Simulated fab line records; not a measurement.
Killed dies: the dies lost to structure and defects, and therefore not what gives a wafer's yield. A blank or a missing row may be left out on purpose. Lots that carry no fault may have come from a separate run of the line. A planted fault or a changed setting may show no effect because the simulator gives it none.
fab line records -- flow gf180mcu
record: lots: 5, wafers: 15, lastDay: 34
route steps=602 shown PASSIVATION@593
lots that met no fault: taken from a fault-free run of the same line
startH: the number of hours between the record's first day and the start of the first shown wafer of the lot -- waitH: hours from the lot's prior step to this one -- " the same as in the row above -- L1.1+2: several wafers, shown together as one row -- - no value present, or no start provided -- * or withheld: withheld -- < > ~ a bound
route shown NAME@n: a module of which the file shows steps, and the number in the route of the first -- usual: mean/standard deviation taken from wafers without a fault -- same: alike in all rows -- chamber/n: place in a boat -- sites: each site's reading -- _std_site: the standard deviation of these -- _edge_site: inner sites' mean taken away from outer sites' mean -- radiusMm: how far each site lies from the wafer's centre -- mask NAME#n: copy n -- behind: tool/chamber where the wafer was last shaped -- hold: cause of the lot's hold/its duration in hours/its outcome -- device: names the non-switching transistor (n, p or np) -- end of line: at the end of the route, the tests of the same wafers -- where a step has no rows: the recipe by itself -- killed: dies that structure and defects cost at the first sort, which is not the same as the wafer's yield -- map: the dies of a wafer, with x for killed, . for not killed, _ for no die there
set.NAME: the setting that was run; set.NAME@STEP: the one run at that earlier step -- model.NAME: the simulator's own value behind a step, which no gauge read
lots at some steps of the route; a table a step, a row a wafer
services: the hour from which a tool's chamber was out of use, counted from the record's first day as startH (under 0 if before that day), plus the number of hours and why
== steps ==
step: GF_PASSIVATION_COAT_06
recipe: spinRpm: 2000, resistThkNm: 4000
lot.wafer,tool,chamber,startH,waitH
L074.1+4+6,lithoTrack-01,0,659.11,0.1
L075.3+5+6,lithoTrack-01,0,668.71,0.1
L084.1+3+5,lithoTrack-02,0,737.81,0.1
L089.1+4+5,lithoTrack-02,0,771.26,0.1
L096.1+5+6,lithoTrack-01,0,802.26,0.1
step: GF_PASSIVATION_SOFTBAKE_07
recipe: tempC: 110, timeS: withheld
usual: heaterPowerTotalW: 65.32/0.14
lot.wafer,tool,chamber,startH,waitH,heaterPowerTotalW
L074.1,lithoTrack-01,0,659.26,0.1,65.16
L074.4,lithoTrack-01,0,659.26,0.1,65.26
L074.6,lithoTrack-01,0,659.26,0.1,65.58
L075.3,lithoTrack-01,0,668.88,0.1,65.12
L075.5,lithoTrack-01,0,668.88,0.1,65.23
L075.6,lithoTrack-01,0,668.88,0.1,65.46
L084.1,lithoTrack-02,0,737.96,0.1,65.15
L084.3,lithoTrack-02,0,737.96,0.1,65.10
L084.5,lithoTrack-02,0,737.96,0.1,65.22
L089.1,lithoTrack-02,0,771.41,0.1,65.48
L089.4,lithoTrack-02,0,771.41,0.1,65.35
L089.5,lithoTrack-02,0,771.41,0.1,65.15
L096.1,lithoTrack-01,0,802.41,0.1,65.17
L096.5,lithoTrack-01,0,802.41,0.1,65.32
L096.6,lithoTrack-01,0,802.41,0.1,65.16
step: GF_PASSIVATION_EXPOSE_08
recipe: maskId: Pad, targetCdNm: 40000, na: 0.57, doseMj: 310
lot.wafer,tool,chamber,startH,waitH,mask
L074.1+4+6,ilineStepper-02,0,-,-,Pad#0
L075.3+5+6,ilineStepper-01,0,-,-,Pad#0
L084.1+3+5,ilineStepper-01,0,-,-,Pad#0
L089.1+4+5,ilineStepper-02,0,-,-,Pad#0
L096.1+5+6,ilineStepper-01,0,-,-,Pad#0
step: GF_PASSIVATION_PEB_09
recipe: tempC: 115, timeS: withheld
usual: heaterPowerTotalW: 69.32/0.12
lot.wafer,tool,chamber,startH,waitH,heaterPowerTotalW
L074.1,lithoTrack-01,0,-,-,69.31
L074.4,lithoTrack-01,0,-,-,69.32
L074.6,lithoTrack-01,0,-,-,69.17
L075.3,lithoTrack-02,0,-,-,69.10
L075.5,lithoTrack-02,0,-,-,69.32
L075.6,lithoTrack-02,0,-,-,69.15
L084.1,lithoTrack-03,0,-,-,69.27
L084.3,lithoTrack-03,0,-,-,69.15
L084.5,lithoTrack-03,0,-,-,69.19
L089.1,lithoTrack-01,0,-,-,69.19
L089.4,lithoTrack-01,0,-,-,69.16
L089.5,lithoTrack-01,0,-,-,69.35
L096.1,lithoTrack-01,0,-,-,69.56
L096.5,lithoTrack-01,0,-,-,69.29
L096.6,lithoTrack-01,0,-,-,69.25
step: GF_PASSIVATION_DEVELOP_10
recipe: developTimeS: 60, devTempC: 23
lot.wafer,tool,chamber,startH,waitH
L074.1+4+6,lithoTrack-01,0,-,-
L075.3+5+6,lithoTrack-02,0,-,-
L084.1+3+5,lithoTrack-03,0,-,-
L089.1+4+5,lithoTrack-01,0,-,-
L096.1+5+6,lithoTrack-01,0,-,-
step: GF_PASSIVATION_ETCH_11
recipe: chemistry: CF4/O2, targetDepthNm: 2040, stopOn: TiN, sourceW: 800, biasW: 150, pressureMtorr: 150, cf4FlowSccm: 80, O2_flow_sccm: 10, timeS: 453.3
usual: cf4FlowSccm: 80.00/0.24, chamberPressureMTorr: 150.01/0.13, drypumpMotorCurrentA: 5.7/0.3, oesProductAu: 0.991/0.0057, throttleValvePct: 5.968/0.0099
lot.wafer,tool,chamber,startH,waitH,cf4FlowSccm,chamberPressureMTorr,drypumpMotorCurrentA,oesProductAu,rfHoursCounterH,throttleValvePct
L074.1,rieDiel-01,3,669.36,-,80.11,150.03,6.3,0.994,32,5.968
L074.4,rieDiel-01,2,669.36,-,79.95,149.73,5.7,0.987,5,5.967
L074.6,rieDiel-01,2,669.36,-,80.29,149.94,5.7,0.999,-,5.964
L075.3,rieDiel-01,0,678.21,-,80.06,150.34,5.8,0.993,29,5.972
L075.5,rieDiel-01,1,678.21,-,79.98,150.06,5.4,1.012,-,5.969
L075.6,rieDiel-01,0,678.21,-,79.69,150.04,5.8,0.991,-,5.977
L084.1,rieDiel-04,3,746.45,-,80.32,150.01,5.2,1.001,15,5.984
L084.3,rieDiel-04,0,746.45,-,79.71,150.01,5.8,0.983,9,5.964
L084.5,rieDiel-04,1,746.45,-,79.97,150.02,5.8,0.987,-,5.951
L089.1,rieDiel-01,1,779.06,-,79.63,149.92,5.3,0.990,21,5.969
L089.4,rieDiel-01,0,779.06,-,79.91,149.98,5.8,0.990,35,5.972
L089.5,rieDiel-01,0,779.06,-,79.82,149.88,5.8,0.986,-,5.965
L096.1,rieDiel-03,3,809.61,-,80.19,149.86,5.8,0.998,41,5.972
L096.5,rieDiel-03,3,809.61,-,80.06,150.12,5.8,0.986,-,5.975
L096.6,rieDiel-03,1,809.61,-,79.74,150.00,5.4,0.987,-,5.964
step: GF_PASSIVATION_STRIP_12
recipe: chemistry: O2/N2, powerW: 1400, pressureMtorr: 1500, platenTempC: 250, o2FlowSccm: 3000, n2FlowSccm: 300, overashFraction: 0.5
usual: chamberPressureMTorr: 1499.8/1.3, drypumpMotorCurrentA: 5.8/0.49, heaterPowerW: 333/33, oesProductAu: 0.718/0.0047, stripTimeToEndpointS: 32.8/0.3
same: overashFraction: 0.5
lot.wafer,tool,chamber,startH,waitH,chamberPressureMTorr,drypumpMotorCurrentA,heaterPowerW,oesProductAu,rfHoursCounterH,stripTimeToEndpointS
L074.1,plasmaAsher-01,1,669.63,0.1,1500.3,5.2,283,0.714,25,32.7
L074.4,plasmaAsher-01,0,669.63,0.1,1498.8,5.6,338,0.724,-,32.8
L074.6,plasmaAsher-01,0,669.63,0.1,1499.2,5.6,327,0.714,-,32.9
L075.3,plasmaAsher-01,0,678.51,0.2,1499.1,5.6,341,0.708,-,32.5
L075.5,plasmaAsher-01,1,678.51,0.2,1498.8,5.2,281,0.717,-,32.4
L075.6,plasmaAsher-01,0,678.51,0.2,1500.0,5.6,326,0.723,-,32.6
L084.1,plasmaAsher-04,0,746.72,0.1,1498.5,5.8,315,0.713,101,32.7
L084.3,plasmaAsher-04,1,746.72,0.1,1502.0,6.2,387,0.717,-,33.2
L084.5,plasmaAsher-04,1,746.72,0.1,1500.0,6.2,386,0.711,-,32.9
L089.1,plasmaAsher-02,0,779.33,0.1,1500.3,5.8,361,0.717,4,32.1
L089.4,plasmaAsher-02,1,779.33,0.1,1499.9,6.6,344,0.718,-,32.1
L089.5,plasmaAsher-02,1,779.33,0.1,1501.4,6.7,345,0.720,-,32.2
L096.1,plasmaAsher-02,1,809.88,0.1,1499.6,6.7,336,0.715,7,32.6
L096.5,plasmaAsher-02,1,809.88,0.1,1502.2,6.7,341,0.720,-,32.4
L096.6,plasmaAsher-02,0,809.88,0.1,1500.5,5.8,360,0.723,-,33.1
step: GF_PASSIVATION_ANNEAL_13
recipe: tempC: 400, timeS: 1800, ambient: N2/H2, idleTempC: 300, rampUpCPerMin: 10, rampDownCPerMin: 3
usual: rampDownCPerMin: 3.0000/0.00049
lot.wafer,tool,chamber,startH,waitH,rampDownCPerMin
L074.1,furnace-02,0,669.73,0.1,3.0000
L074.4,furnace-02,0,669.73,0.1,3.0002
L074.6,furnace-02,0,669.73,0.1,2.9996
L075.3,furnace-02,0,678.58,0.0,3.0002
L075.5,furnace-02,0,678.58,0.0,2.9996
L075.6,furnace-02,0,678.58,0.0,2.9996
L084.1,furnace-01,0,746.82,0.1,2.9990
L084.3,furnace-01,0,746.82,0.1,2.9994
L084.5,furnace-01,0,746.82,0.1,3.0000
L089.1,furnace-01,0,779.43,0.1,3.0005
L089.4,furnace-01,0,779.43,0.1,2.9999
L089.5,furnace-01,0,779.43,0.1,3.0004
L096.1,furnace-01,0,809.98,0.1,2.9990
L096.5,furnace-01,0,809.98,0.1,2.9996
L096.6,furnace-01,0,809.98,0.1,2.9999
step: GF_PASSIVATION_BOW_MEAS_14
recipe: mode: bow
usual: PASSIVATION_BOW: 133/12
lot.wafer,tool,chamber,startH,waitH,PASSIVATION_BOW[um]
L074.1,filmMetro-02,-,671.23,0.0,144
L074.4,filmMetro-02,-,671.23,0.0,155
L074.6,filmMetro-02,-,671.23,0.0,156
L075.3,filmMetro-03,-,680.12,0.0,133
L075.5,filmMetro-03,-,680.12,0.0,134
L075.6,filmMetro-03,-,680.12,0.0,131
L084.1,filmMetro-01,-,748.32,0.0,125
L084.3,filmMetro-01,-,748.32,0.0,128
L084.5,filmMetro-01,-,748.32,0.0,132
L089.1,filmMetro-03,-,780.93,0.0,136
L089.4,filmMetro-03,-,780.93,0.0,140
L089.5,filmMetro-03,-,780.93,0.0,129
L096.1,filmMetro-03,-,811.48,0.0,135
L096.5,filmMetro-03,-,811.48,0.0,152
L096.6,filmMetro-03,-,811.48,0.0,144
== services ==
tool,chamber,startH,hours,kind
ilineStepper-02,-,635.61,1.7,pm
ilineStepper-02,-,637.70,14.7,repair
furnace-02,-,640.28,11.1,repair
rieDiel-03,-,648.79,28.1,pm
furnace-01,-,655.36,3.0,pm
ilineStepper-01,-,658.22,0.5,repair
rieDiel-04,0,679.83,4.0,repair
rieDiel-04,-,687.53,0.3,repair
rieDiel-04,2,690.79,8.8,repair
ilineStepper-01,0,697.46,-,calibration
plasmaAsher-02,-,733.75,9.0,pm
plasmaAsher-02,0,733.75,9.0,ventCycle
plasmaAsher-02,1,733.75,9.0,ventCycle
furnace-02,-,734.87,3.6,pm
rieDiel-01,1,739.84,4.6,repair
plasmaAsher-02,0,742.75,-,clean
plasmaAsher-02,1,742.75,-,clean
plasmaAsher-04,-,780.68,4.2,repair
furnace-02,-,781.05,4.9,repair
rieDiel-04,2,788.52,2.7,repair
ilineStepper-02,0,800.29,-,calibration
furnace-02,-,809.82,3.9,pm
== key ==
fault none
